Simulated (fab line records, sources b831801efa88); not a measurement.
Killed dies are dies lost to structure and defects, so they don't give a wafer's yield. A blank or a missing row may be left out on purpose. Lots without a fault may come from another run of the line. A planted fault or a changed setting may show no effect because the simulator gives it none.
A struck lot beside a sound one | flow gf180mcu | 17 steps out of a route of 602
Sound: wafers L471.1, L471.4, L471.6. Struck: wafers L477.1, L477.2, L477.4. The cause comes at the end.
At each step with rows: each side's tool, then ch and its chambers, then its first start. Under that, the readings that differ: sound wafers | struck wafers | difference of the means | sigmas: that difference in standard deviations of wafers without a fault.
alike: readings whose means differ by less than 2 such deviations, and words and numbers that are the same on both sides. not compared: withheld readings, readings that some wafer has no value for, bounds like >300 that may hide the same value, and numbers for which the record gives no deviation and whose values overlap.
The two part at a step that has a row with sigmas, a row that says differs or no value, or rows on one side only. Numbers that don't overlap but have no deviation are shown without sigmas and don't part them. A reading that every wafer of one side lacks parts them only if that side has two wafers or more.

first, 3 steps without rows for these wafers: GF_NWELL_EXPOSE_04 (exposes mask Nwell, target cd 860 nm); GF_NWELL_PEB_05; GF_NWELL_DEVELOP_06 (develop time 60 s).
GF_NWELL_OVL_MEAS_07:
  sound on overlay-02, day 3 09:51; struck on overlay-01, day 4 17:40
  alike: NWELL_OVL
then, 2 steps without rows for these wafers: GF_NWELL_IMPLANT_08; GF_NWELL_IMPLANT_09.
GF_NWELL_STRIP_10: strips in O2/N2.
  sound on plasma_asher-04 ch 1, day 3 10:11; struck on plasma_asher-04 ch 0,1, day 4 18:00
  alike: drypump_motor_current_A, heater_power_w, n2_flow_sccm, oes_product_au, strip_time_to_endpoint_s
  not compared: rf_hours_counter_h
GF_NWELL_TW_MEAS_11:
  sound on film_metro-02, day 3 10:17; struck on film_metro-01, day 4 18:06
  alike: NWELL_TW
then, 4 steps without rows for these wafers: GF_LVPWELL_DEHYDRATE_00 (time 60 s); GF_LVPWELL_HMDS_01 (prime time 60 s); GF_LVPWELL_COAT_02 (resist thk 3000 nm); GF_LVPWELL_SOFTBAKE_03.
GF_LVPWELL_EXPOSE_04: exposes mask LVPWELL, target cd 600 nm.
  sound on iline_stepper-01 ch 0, day 3 16:52; struck on iline_stepper-01 ch 0, day 5 01:20
  reading                         | sound                   | struck            | difference | sigmas
  model.LVPWELL.overlay_x_nm (nm) | -0.1818 -0.1818 -0.1818 | 228.3 228.3 228.3 | +228.5     |
  alike: mask, focus_offset_nm
then, 2 steps without rows for these wafers: GF_LVPWELL_PEB_05; GF_LVPWELL_DEVELOP_06 (develop time 60 s).
GF_LVPWELL_OVL_MEAS_07:
  sound on overlay-01, day 3 22:50; struck on overlay-01, day 5 08:22
  reading          | sound        | struck            | difference | sigmas
  LVPWELL_OVL (nm) | 1.1 1.2 -1.5 | 228.1 228.7 231.3 | +229.1     | +99 or more
  not compared: hold
GF_PASSIVATION_PROBE_99:
  the record has rows for the sound wafers here (prober-01, day 29 03:40) and none for the struck ones

WHERE THEY PART
First at GF_LVPWELL_OVL_MEAS_07; last, within this record, at GF_PASSIVATION_PROBE_99.

WHY: what the simulator had put in
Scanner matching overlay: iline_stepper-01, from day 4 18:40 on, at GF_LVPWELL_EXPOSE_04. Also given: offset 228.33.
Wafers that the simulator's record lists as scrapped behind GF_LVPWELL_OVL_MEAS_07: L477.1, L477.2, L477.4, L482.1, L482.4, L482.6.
